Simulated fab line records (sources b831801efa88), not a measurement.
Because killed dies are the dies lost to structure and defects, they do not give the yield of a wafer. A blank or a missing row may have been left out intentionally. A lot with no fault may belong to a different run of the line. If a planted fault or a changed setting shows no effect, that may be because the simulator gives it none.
The tool behind it: which one? | flow sky130 | Sampling: 13 lots, 39 wafers, 5 of 708 route steps

## WHAT THE GAUGES READ, wafer by wafer
SKY_POLY_GATE_THK_MEAS_21.
lot  | measured     | on           | POLY_GATE_OXIDATION_THK (nm)
L394 | day 16 20:37 | filmMetro-02 | 3.96 3.92 3.90
L396 | day 17 09:46 | filmMetro-01 | 4.16 4.09 4.17
L397 | day 17 14:44 | filmMetro-01 | 3.89 3.90 3.99
L399 | day 18 21:43 | filmMetro-01 | 3.90 3.97 4.00
L400 | day 18 21:43 | filmMetro-02 | 4.12 4.09 4.11
L402 | day 19 12:53 | filmMetro-04 | 3.90 4.06 4.06
L403 | day 20 01:29 | filmMetro-04 | 4.54 4.55 4.55
L404 | day 20 03:08 | filmMetro-04 | 4.61 4.65 4.56
L406 | day 21 02:31 | filmMetro-04 | 4.65 4.65 4.63
L405 | day 21 04:33 | filmMetro-01 | 3.97 3.94 3.86
L415 | day 24 06:26 | filmMetro-02 | 3.94 3.93 3.98
L417 | day 24 11:22 | filmMetro-02 | 4.02 4.04 4.06
L416 | day 24 12:37 | filmMetro-04 | 3.96 3.94 3.95

SKY_LDD_N_OVL_MEAS_07.
lot  | measured     | on         | LDD_N_OVL (nm)
L394 | day 18 01:34 | overlay-01 | 2.4 0.0 -0.4
L396 | day 18 15:28 | overlay-01 | -0.7 0.2 -0.7
L397 | day 18 20:29 | overlay-01 | -1.7 -1.4 -0.7
L399 | day 20 03:52 | overlay-02 | -1.6 -0.2 1.0
L400 | day 20 03:53 | overlay-01 | 2.1 0.8 1.2
L402 | day 20 19:10 | overlay-01 | 1.3 0.2 -1.5
L403 | day 21 08:32 | overlay-02 | 1.1 -0.8 -0.5
L404 | day 21 09:47 | overlay-01 | 1.7 -0.6 -1.5
L406 | day 22 08:41 | overlay-02 | -0.6 1.3 0.7
L405 | day 22 12:17 | overlay-01 | 0.6 0.3 0.6
L415 | day 25 11:49 | overlay-02 | -3.2 -2.5 -2.8
L417 | day 25 17:14 | overlay-02 | -0.1 0.2 0.7
L416 | day 25 18:08 | overlay-01 | -1.9 1.0 -0.6

SKY_LDD_HVN_TW_MEAS_10.
lot  | measured     | on           | LDD_HVN_TW
L394 | day 20 15:21 | filmMetro-02 | 1427 1420 1425
L396 | day 21 05:12 | filmMetro-02 | 1422 1413 1414
L397 | day 21 10:37 | filmMetro-02 | 1419 1416 1427
L399 | day 22 19:28 | filmMetro-04 | 1435 1444 1436
L400 | day 22 19:31 | filmMetro-01 | 1453 1447 1447
L402 | day 23 09:34 | filmMetro-01 | 1450 1449 1450
L403 | day 23 23:31 | filmMetro-02 | 1427 1418 1423
L404 | day 24 00:16 | filmMetro-01 | 1445 1448 1441
L406 | day 24 21:50 | filmMetro-01 | 1438 1445 1446
L405 | day 25 01:40 | filmMetro-01 | 1441 1441 1450
L415 | day 27 23:16 | filmMetro-04 | 1441 1443 1448
L417 | day 28 05:08 | filmMetro-02 | 1432 1431 1435
L416 | day 28 05:50 | filmMetro-02 | 1434 1434 1437

SKY_SD_P_TW_MEAS_11.
lot  | measured     | on           | SD_P_TW
L394 | day 25 18:13 | filmMetro-04 | 2808 2828 2834
L396 | day 26 08:07 | filmMetro-04 | 2833 2825 2809
L397 | day 26 12:44 | filmMetro-01 | 2842 2830 2846
L399 | day 27 21:02 | filmMetro-04 | 2834 2833 2844
L400 | day 27 21:32 | filmMetro-02 | 2788 2792 2791
L402 | day 28 07:32 | filmMetro-04 | 2832 2828 2824
L403 | day 28 22:08 | filmMetro-04 | 2823 2809 2831
L404 | day 29 00:06 | filmMetro-02 | 2779 2790 2791
L406 | day 29 19:20 | filmMetro-01 | 2860 2854 2842
L405 | day 29 22:26 | filmMetro-04 | 2820 2815 2834
L415 | day 32 17:08 | filmMetro-01 | 2821 2826 2832
L417 | day 32 22:35 | filmMetro-02 | 2777 2775 2782
L416 | day 32 23:24 | filmMetro-02 | 2776 2787 2787

## TOOL THAT RAN EACH LOT (tool first, then ch and the chambers of the sampled wafers, then the start)
lot  | SKY_POLY_GATE_OXIDATION_20
L394 | furnace-01 ch 0, day 16 19:20
L396 | furnace-02 ch 0, day 17 08:29
L397 | furnace-01 ch 0, day 17 13:29
L399 | furnace-01 ch 0, day 18 20:28
L400 | furnace-01 ch 0, day 18 20:28
L402 | furnace-02 ch 0, day 19 11:38
L403 | furnace-02 ch 0, day 20 00:14
L404 | furnace-02 ch 0, day 20 01:53
L406 | furnace-02 ch 0, day 21 01:15
L405 | furnace-01 ch 0, day 21 03:18
L415 | furnace-01 ch 0, day 24 05:11
L417 | furnace-02 ch 0, day 24 10:06
L416 | furnace-01 ch 0, day 24 11:21
- SKY_POLY_GATE_OXIDATION_20: stabilise 600 s, purge 300 s, target thk 4 nm.

## WHAT THE TOOLS THEMSELVES READ (means of the sampled wafers that have a number; where no wafer has one, the mark that the record gives instead)
SKY_POLY_GATE_OXIDATION_20.
lot  | tool       | spikeTcBottomC (C) | zonePowerUpperPct (%)
L394 | furnace-01 | 865.8              | 14.8
L396 | furnace-02 | 869.7              | 16.9
L397 | furnace-01 | 864.5              | 14.8
L399 | furnace-01 | 864.3              | 14.7
L400 | furnace-01 | 865.1              | 14.7
L402 | furnace-02 | 868.0              | 17.0
L403 | furnace-02 | 867.9              | 17.1
L404 | furnace-02 | 868.3              | 16.7
L406 | furnace-02 | 868.0              | 16.8
L405 | furnace-01 | 865.5              | 14.7
L415 | furnace-01 | 865.4              | 14.8
L417 | furnace-02 | 869.1              | 16.8
L416 | furnace-01 | 865.0              | 14.9

## THE ANSWER, worked out from the rows above alone
Rule: usual is defined by the lots themselves. Put in order of their means at a reading, lots are off if they are a third of the lots or fewer, leave a main group of 4 or more, and stand apart from it by a gap of 3 or more times the standard deviation of the main group's means; of several such gaps the widest counts. A main group whose means are all the same, to the digits that the tables above print for the reading, isn't used. Also off: a lot with no number at a reading for which 4 or more lots have one. All remaining lots with rows at the step are treated as sound. After the gauges, taken in route order, come the tools' own readings; for these a lot's mean is taken, as printed above. At the first step where some lot is off, the reading lying furthest off is the one used; lots without a number count as furthest.
Off: at SKY_POLY_GATE_THK_MEAS_21 (POLY_GATE_OXIDATION_THK), L403, L404, L406. For the main group the mean is 3.99 nm and the standard deviation 0.075.
If a tool, at a process step before that reading, ran all the lots that are off and no sound lot after the first of them, it fits. The gauges at SKY_POLY_GATE_THK_MEAS_21 are tried like those tools. No candidate that was tried fits.

## WHAT THE SIMULATOR HAD INSERTED
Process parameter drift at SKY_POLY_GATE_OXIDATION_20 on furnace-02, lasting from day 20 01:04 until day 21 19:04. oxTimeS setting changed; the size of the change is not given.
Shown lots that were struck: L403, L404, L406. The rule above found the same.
